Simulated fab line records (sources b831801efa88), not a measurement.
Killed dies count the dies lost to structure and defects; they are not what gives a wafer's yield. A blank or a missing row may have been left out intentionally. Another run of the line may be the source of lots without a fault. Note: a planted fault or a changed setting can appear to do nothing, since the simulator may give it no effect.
Which of the tools did it? + flow gf180mcu + 12 lots with 36 wafers sampled at 3 steps, on a route of 602 steps

WHAT THE GAUGES READ, wafer by wafer
GF_V2_OVL_MEAS_15.
| lot  | measured     | on         | V2_OVL (nm) |
|------|--------------|------------|-------------|
| L075 | day 21 02:16 | overlay-02 | 9 5 5       |
| L077 | day 22 02:26 | overlay-02 | -1 4 -1     |
| L079 | day 22 10:22 | overlay-02 | -1 2 -4     |
| L080 | day 23 11:21 | overlay-02 | -3 8 1      |
| L083 | day 23 21:07 | overlay-01 | -4 -4 -2    |
| L085 | day 25 01:56 | overlay-01 | 4 3 8       |
| L087 | day 25 10:11 | overlay-02 | 2 6 10      |
| L089 | day 25 22:53 | overlay-01 | 3 4 -2      |
| L091 | day 26 22:28 | overlay-01 | 6 4 4       |
| L093 | day 27 03:04 | overlay-01 | 9 4 7       |
| L095 | day 27 15:25 | overlay-02 | 1 1 -9      |
| L097 | day 28 00:31 | overlay-01 | -9 -2 -5    |

TOOL THAT RAN EACH LOT (tool first, then ch and the chambers of the sampled wafers, then the start)
| lot  | GF_SALICIDE_RTA_06               | GF_M2_SPUTTER_00             |
|------|----------------------------------|------------------------------|
| L075 | rtp_anneal-01 ch 0, day 15 19:51 | pvd_sputter-01, day 18 23:15 |
| L077 | rtp_anneal-01 ch 0, day 16 19:16 | pvd_sputter-03, day 20 00:54 |
| L079 | rtp_anneal-02 ch 0, day 17 03:52 | pvd_sputter-03, day 20 09:14 |
| L080 | rtp_anneal-01 ch 0, day 18 02:50 | pvd_sputter-01, day 21 10:04 |
| L083 | rtp_anneal-02 ch 0, day 18 13:59 | pvd_sputter-01, day 21 20:26 |
| L085 | rtp_anneal-01 ch 0, day 19 15:44 | pvd_sputter-04, day 22 22:17 |
| L087 | rtp_anneal-01 ch 0, day 20 09:38 | pvd_sputter-01, day 23 13:25 |
| L089 | rtp_anneal-01 ch 0, day 20 23:14 | pvd_sputter-03, day 24 02:45 |
| L091 | rtp_anneal-02 ch 0, day 21 16:07 | pvd_sputter-04, day 25 03:11 |
| L093 | rtp_anneal-02 ch 0, day 22 06:46 | pvd_sputter-04, day 25 07:03 |
| L095 | rtp_anneal-01 ch 0, day 22 20:31 | pvd_sputter-03, day 25 19:54 |
| L097 | rtp_anneal-01 ch 0, day 23 07:22 | pvd_sputter-04, day 26 06:29 |
- GF_SALICIDE_RTA_06: time 30 s.
- GF_M2_SPUTTER_00: material Ti, target thk 37.5 nm, time 150 s.

THE ANSWER, worked out from the rows above alone
Rule: what is usual is taken from the lots themselves. The widest of any qualifying gaps counts: lots, ordered by their means at a reading, are off when they make up no more than a third of the lots, leave a main group of 4 or more, and stand apart from it by 3 or more times the standard deviation of that group's means. A main group is skipped when, at the precision printed for the reading in the tables above, its means are all equal. Also off: a lot with no number at a reading for which 4 or more lots have one. Where the step has rows for the other lots, those lots are counted as sound.
None of the lots is off at any reading shown; this tells nothing.

WHAT THE SIMULATOR HAD PUT IN
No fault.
